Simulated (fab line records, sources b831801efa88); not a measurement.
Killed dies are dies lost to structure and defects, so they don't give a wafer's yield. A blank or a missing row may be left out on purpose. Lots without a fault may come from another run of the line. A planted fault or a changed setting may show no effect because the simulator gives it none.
A struck lot beside a sound one | flow sky130 | 15 steps out of a route of 708
Sound: wafers L943.1, L943.3, L943.5. Struck: wafer L941.2. (L941.4 of the same lot was not struck and is left out.) The cause comes at the end.
At each step with rows: each side's tool, then ch and its chambers, then its first start. Under that, the readings that differ: sound wafers | struck wafers | difference of the means | sigmas: that difference in standard deviations of wafers without a fault.
alike: readings whose means differ by less than 2 such deviations, and words and numbers that are the same on both sides. not compared: withheld readings, readings that some wafer has no value for, bounds like >300 that may hide the same value, and numbers for which the record gives no deviation and whose values overlap.
The two part at a step that has a row with sigmas, a row that says differs or no value, or rows on one side only. Numbers that don't overlap but have no deviation are shown without sigmas and don't part them. A reading that every wafer of one side lacks parts them only if that side has two wafers or more.

first, 8 steps without rows for these wafers: SKY_FIELD_ISO_DEHYDRATE_05 (time 60 s); SKY_FIELD_ISO_HMDS_06 (prime time 60 s); SKY_FIELD_ISO_COAT_07 (resist thk 60 nm); SKY_FIELD_ISO_COAT_08 (resist thk 450 nm); SKY_FIELD_ISO_SOFTBAKE_09 (time 90 s); SKY_FIELD_ISO_EXPOSE_10 (exposes mask FOM, target cd 150 nm); SKY_FIELD_ISO_PEB_11; SKY_FIELD_ISO_DEVELOP_12 (develop time 60 s).
SKY_FIELD_ISO_CD_MEAS_13: target cd 150 nm.
  sound on cd_sem-01, day 6 12:30; struck on cd_sem-01, day 6 01:56
  alike: cd_nm
SKY_FIELD_ISO_ETCH_14: etches BARC in N2/H2, stops on SiO2, time 45.9 s, target depth 60 nm.
  sound on rie_diel-02 ch 2,3, day 6 12:37; struck on rie_diel-04 ch 3, day 6 02:02
  reading          | sound          | struck | difference | sigmas
  run_length_s (s) | 73.9 73.6 73.9 | 74.6   | +0.8       | +2
  alike: drypump_motor_current_A, oes_product_au, throttle_valve_pct
  not compared: rf_hours_counter_h
SKY_FIELD_ISO_ETCH_15: etches the open film in CHF3/O2, stops on Si, target depth 180 nm, time 72 s.
  sound on rie_diel-02 ch 2,3, day 6 12:40; struck on rie_diel-04 ch 3, day 6 02:04
  alike: drypump_motor_current_A, oes_product_au, run_length_s, throttle_valve_pct
  not compared: rf_hours_counter_h
SKY_FIELD_ISO_STRIP_16: strips in O2/N2.
  sound on plasma_asher-02 ch 1, day 6 12:43; struck on plasma_asher-01 ch 1, day 6 02:08
  reading             | sound          | struck | difference | sigmas
  o2_flow_sccm (sccm) | 3005 3001 3005 | 2984   | -20        | -2
  alike: drypump_motor_current_A, oes_product_au, strip_time_to_endpoint_s
  not compared: rf_hours_counter_h
SKY_FIELD_ISO_ETCH_17: etches Si in HBr/Cl2/O2, target depth 342 nm, time 97.7 s.
  sound on rie_si-02 ch 0,1,3, day 6 12:49; struck on rie_si-01 ch 0, day 6 02:14
  reading                               | sound             | struck | difference | sigmas
  run_length_s (s)                      | 125.5 125.8 126.7 | 137.9  | +11.9      | +18
  model.FIELD_ISO.feature_depth_nm (nm) | 340.2 343.9 342.2 | 383    | +41        |
  model.etch.depth_nm (nm)              | 340.2 343.9 342.2 | 383    | +41        |
  alike: drypump_motor_current_A, oes_product_au, throttle_valve_pct
  not compared: rf_hours_counter_h
then, 1 step without rows for these wafers: SKY_FIELD_ISO_WET_ETCH_18 (etches Si3N4 in H3PO4, target depth 25 nm, time 286 s).
-- the record jumps here: 44 days lie between the struck wafers' starts before and after (it left off in module FIELD_ISO and takes up again in module PAD_OPEN, whose first step shown is number 708 of the route) --
SKY_PAD_OPEN_PROBE_99:
  sound on prober-02, day 50 11:08; struck on prober-02, day 50 01:41
  reading                                 | sound                         | struck    | difference | sigmas
  killed_at_front_end                     | 22 24 14                      | 10        | -10        | -2
  model.etest.res_p_drift_20v.line_ohm_um | 1.099e+04 1.13e+04 1.141e+04  | 1.419e+04 | +2.957e+03 |
  model.etest.res_p_drift_20v.rs_ohm_sq   | 9171 9422 9382                | 1.172e+04 | +2.395e+03 |
  model.etest.pfet_16v.r_on_ohm_um        | 1.502e+04 1.504e+04 1.507e+04 | 1.754e+04 | +2.497e+03 |
  model.etest.res_iso_pwell.rs_ohm_sq     | 3004 3047 3067                | 4522      | +1483      |
  model.etest.res_iso_pwell.line_ohm_um   | 1156 1164 1176                | 1730      | +565       |
  model.etest.nfet_16v.r_on_ohm_um        | 1.412e+04 1.41e+04 1.407e+04  | 1.442e+04 | +3.233e+02 |
  model.etest.res_nwell.line_ohm_um       | 1113 1111 1126                | 1258      | +141       |
  model.etest.res_nwell.rs_ohm_sq         | 934.2 943.8 940               | 1075      | +136       |
  alike: killed_at_M0_to_M3, killed_at_M4_up, killed_at_contacts, killed_at_other, killed_dies, killed_open, killed_short

WHERE THEY PART
First at SKY_FIELD_ISO_ETCH_14; last, within this record, at SKY_PAD_OPEN_PROBE_99.

WHY: what the simulator had put in
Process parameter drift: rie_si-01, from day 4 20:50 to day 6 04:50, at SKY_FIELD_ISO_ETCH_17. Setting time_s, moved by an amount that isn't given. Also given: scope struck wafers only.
